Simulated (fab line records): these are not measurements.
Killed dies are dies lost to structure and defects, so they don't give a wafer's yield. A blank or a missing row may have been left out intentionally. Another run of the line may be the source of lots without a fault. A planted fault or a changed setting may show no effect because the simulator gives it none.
Chamber matching | flow sky130 | rie-diel-04 running SKY_VIA2_ETCH_14: 4 sister chambers
The step etches BARC in N2/H2, stops on SiO2, time 45.9 s, target depth 60 nm. 14 wafers are shown with their chamber, then 7 later ones without.

== WAFERS PAIRED WITH THEIR CHAMBERS ==
wafer  | chamber | drypump-motor-current-A (A) | throttle-valve-pct (%) | oes-product-au (a.u.)
L226.1 | 2       | 5.0                         | 13.234                 | 0.852
L226.2 | 1       | 5.5                         | 13.221                 | 0.849
L226.5 | 3       | 6.1                         | 13.231                 | 0.856
L233.1 | 3       | 6.1                         | 13.230                 | 0.856
L233.2 | 2       | 5.0                         | 13.229                 | 0.852
L233.3 | 1       | 5.5                         | 13.218                 | 0.852
L237.3 | 0       | 6.1                         | 13.218                 | 0.854
L237.4 | 3       | 6.1                         | 13.226                 | 0.863
L237.5 | 2       | 5.0                         | 13.213                 | 0.853
L240.3 | 3       | 6.1                         | 13.219                 | 0.851
L240.5 | 0       | 6.1                         | 13.209                 | 0.856
L240.6 | 1       | 5.6                         | 13.227                 | 0.855
L243.3 | 2       | 5.1                         | 13.228                 | 0.862
L243.4 | 1       | 5.5                         | 13.220                 | 0.854

SIGNATURES, as means of the wafers listed above
reading                 | chamber 0 | chamber 1 | chamber 2 | chamber 3 | scatter within a chamber
drypump-motor-current-A | 6.100     | 5.525     | 5.025     | 6.100     | 0.0387
throttle-valve-pct      | 13.21350  | 13.22150  | 13.22600  | 13.22650  | 0.00648
oes-product-au          | 0.85500   | 0.85250   | 0.85475   | 0.85650   | 0.00408
Rule: distance of a wafer from a chamber = root of the sum over the readings of ((wafer's reading minus chamber's mean) / reading's scatter) squared. The wafer belongs to the nearest chamber; if the next one is less than 2 further off, it can't be placed. The scatter: take each reading less its chamber's mean, square it, sum over the shown wafers, divide by the number of wafers less the number of chambers, and take the root.

== WAFERS MISSING THEIR CHAMBER ==
wafer  | drypump-motor-current-A (A) | throttle-valve-pct (%) | oes-product-au (a.u.)
L243.6 | 5.5                         | 13.230                 | 0.854
L245.2 | 5.1                         | 13.221                 | 0.851
L245.3 | 6.1                         | 13.225                 | 0.847
L245.4 | 6.1                         | 13.209                 | 0.855
L248.2 | 5.0                         | 13.207                 | 0.849
L248.3 | 5.5                         | 13.233                 | 0.846
L248.4 | 6.1                         | 13.232                 | 0.856

== WHICH CHAMBER EACH WENT THROUGH ==
wafer  | from the rows above     | in truth
L243.6 | 1                       | 1
L245.2 | 2                       | 2
L245.3 | can't be placed: 3 or 0 | 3
L245.4 | 0                       | 0
L248.2 | 2                       | 2
L248.3 | 1                       | 1
L248.4 | 3                       | 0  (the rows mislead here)
Correctly placed: 5 of 7. Can't be placed from these rows: 1 (the true chamber is among the candidates in 1). Placed wrongly: 1.
